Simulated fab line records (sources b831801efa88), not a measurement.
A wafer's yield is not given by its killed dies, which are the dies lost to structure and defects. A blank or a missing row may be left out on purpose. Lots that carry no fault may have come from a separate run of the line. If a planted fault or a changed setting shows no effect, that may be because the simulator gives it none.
Check of tool commonality ; flow sky130 ; Sample size 12 lots and 36 wafers

== REASON IT WAS OPENED ==
2 of 12 lots carry a flag on the reading SD_N_RS at SKY_SD_N_RS_MEAS_16. Fault-free wafers read 68.60 ohm/sq, with a standard deviation of 0.11.
Rule: a lot is flagged when every wafer of it that has a number lies more than 4 standard deviations from that mean, or none has a number. The rest of the lots are taken to be sound.

lot;measured;on;SD_N_RS (ohm/sq), wafer by wafer;flag
L860;day 28 02:48;film metro-04;68.77 68.72 68.71;
L861;day 28 15:52;film metro-02;68.59 68.66 68.54;
L862;day 29 07:31;film metro-02;68.40 68.47 68.46;
L864;day 30 04:04;film metro-02;68.73 68.63 68.70;
L865;day 30 06:59;film metro-01;68.43 68.44 68.38;
L869;day 31 08:27;film metro-01;68.56 68.42 68.36;
L870;day 31 18:43;film metro-02;68.68 68.68 68.67;
L872;day 32 08:05;film metro-04;68.61 68.54 68.55;
L876;day 33 21:02;film metro-02;66.07 66.11 66.15;FLAGGED
L880;day 35 16:55;film metro-01;68.45 68.41 68.59;
L879;day 35 17:32;film metro-04;66.08 65.90 66.09;FLAGGED
L881;day 35 22:05;film metro-02;68.69 68.81 68.68;
The mean of the flagged lots' numbers is 66.07 ohm/sq, -2.53 ohm/sq from the usual (-23 standard deviations).

== EACH LOT AND THE TOOL IT RAN ON ==
The record holds 3 process steps before the reading, out of a route of 708 steps. Cell contents, in order: the tool; ch with the chambers the sampled wafers went through; the start.
lot;flag;SKY_POLY_CUT_ETCH_11;SKY_SD_P_STRIP_10;SKY_SD_N_IMPLANT_10
L860;;rie diel-02 ch 0,2, day 24 10:28;plasma asher-02 ch 0,1, day 25 15:43;implanter-04 ch 0, day 28 02:16
L861;;rie diel-02 ch 0,3, day 25 00:37;plasma asher-04 ch 0,1, day 26 05:10;implanter-01 ch 0, day 28 15:17
L862;;rie diel-02 ch 0,2,3, day 25 17:28;plasma asher-04 ch 0,1, day 26 23:01;implanter-02 ch 0, day 29 06:58
L864;;rie diel-03 ch 0,1,2, day 26 17:28;plasma asher-04 ch 0,1, day 27 21:35;implanter-01 ch 0, day 30 03:32
L865;;rie diel-03 ch 0,1,3, day 26 20:13;plasma asher-01 ch 0,1, day 28 01:38;implanter-01 ch 0, day 30 06:26
L869;;rie diel-02 ch 0,1,3, day 27 22:10;plasma asher-04 ch 0,1, day 29 01:30;implanter-02 ch 0, day 31 07:56
L870;;rie diel-02 ch 1,2,3, day 28 09:19;plasma asher-01 ch 0,1, day 29 11:02;implanter-04 ch 0, day 31 18:11
L872;;rie diel-02 ch 0,1,3, day 28 23:16;plasma asher-01 ch 0,1, day 30 01:55;implanter-01 ch 0, day 32 07:32
L876;FLAGGED;rie diel-03 ch 0,3, day 30 13:04;plasma asher-01 ch 0,1, day 31 15:45;implanter-01 ch 0, day 33 20:11
L880;;rie diel-02 ch 0,3, day 32 08:07;plasma asher-01 ch 0,1, day 33 11:20;implanter-01 ch 0, day 35 16:23
L879;FLAGGED;rie diel-04 ch 0,2,3, day 32 08:25;plasma asher-01 ch 0,1, day 33 11:56;implanter-02 ch 0, day 35 16:41
L881;;rie diel-02 ch 0,1,3, day 32 13:49;plasma asher-02 ch 0,1, day 33 17:11;implanter-04 ch 0, day 35 21:32
What these steps do:
- SKY_POLY_CUT_ETCH_11: etches Si3N4 in CF4/CH2F2/Ar, stops on poly-Si, time 42.5 s, target depth 60 nm.
- SKY_SD_P_STRIP_10: strips in O2/N2.
- SKY_SD_N_IMPLANT_10
- SKY_SD_N_RS_MEAS_16: measures by four-point-probe.

== FLAGGED OVER TOTAL, TOOL BY TOOL (the gauges that took the reading come last) ==
step;tool;lots run;flagged;share of the flagged lots;sound lots run after its first flagged lot
SKY_POLY_CUT_ETCH_11;rie diel-02;8;0;none;-
SKY_POLY_CUT_ETCH_11;rie diel-03;3;1;some;0
SKY_POLY_CUT_ETCH_11;rie diel-04;1;1;some;0
SKY_SD_P_STRIP_10;plasma asher-01;6;2;all;1 (L880)
SKY_SD_P_STRIP_10;plasma asher-02;2;0;none;-
SKY_SD_P_STRIP_10;plasma asher-04;4;0;none;-
SKY_SD_N_IMPLANT_10;implanter-01;6;1;some;1 (L880)
SKY_SD_N_IMPLANT_10;implanter-02;3;1;some;0
SKY_SD_N_IMPLANT_10;implanter-04;3;0;none;-
SKY_SD_N_RS_MEAS_16;film metro-01;3;0;none;-
SKY_SD_N_RS_MEAS_16;film metro-02;6;1;some;1 (L881)
SKY_SD_N_RS_MEAS_16;film metro-04;3;1;some;0

== WHAT THE TABLE PERMITS ==
1 row of the table ran every flagged lot: plasma asher-01 at SKY_SD_P_STRIP_10.
- plasma asher-01 at SKY_SD_P_STRIP_10 ran 6 lots, 2 of them flagged. Lots that were sound ran on it after the first flagged one (L880); a persistent fault on the entire tool would not allow that.
Not one row of the table ran every flagged lot while running no sound lot after the first.

== WHAT HAD BEEN PUT IN BY THE SIMULATOR ==
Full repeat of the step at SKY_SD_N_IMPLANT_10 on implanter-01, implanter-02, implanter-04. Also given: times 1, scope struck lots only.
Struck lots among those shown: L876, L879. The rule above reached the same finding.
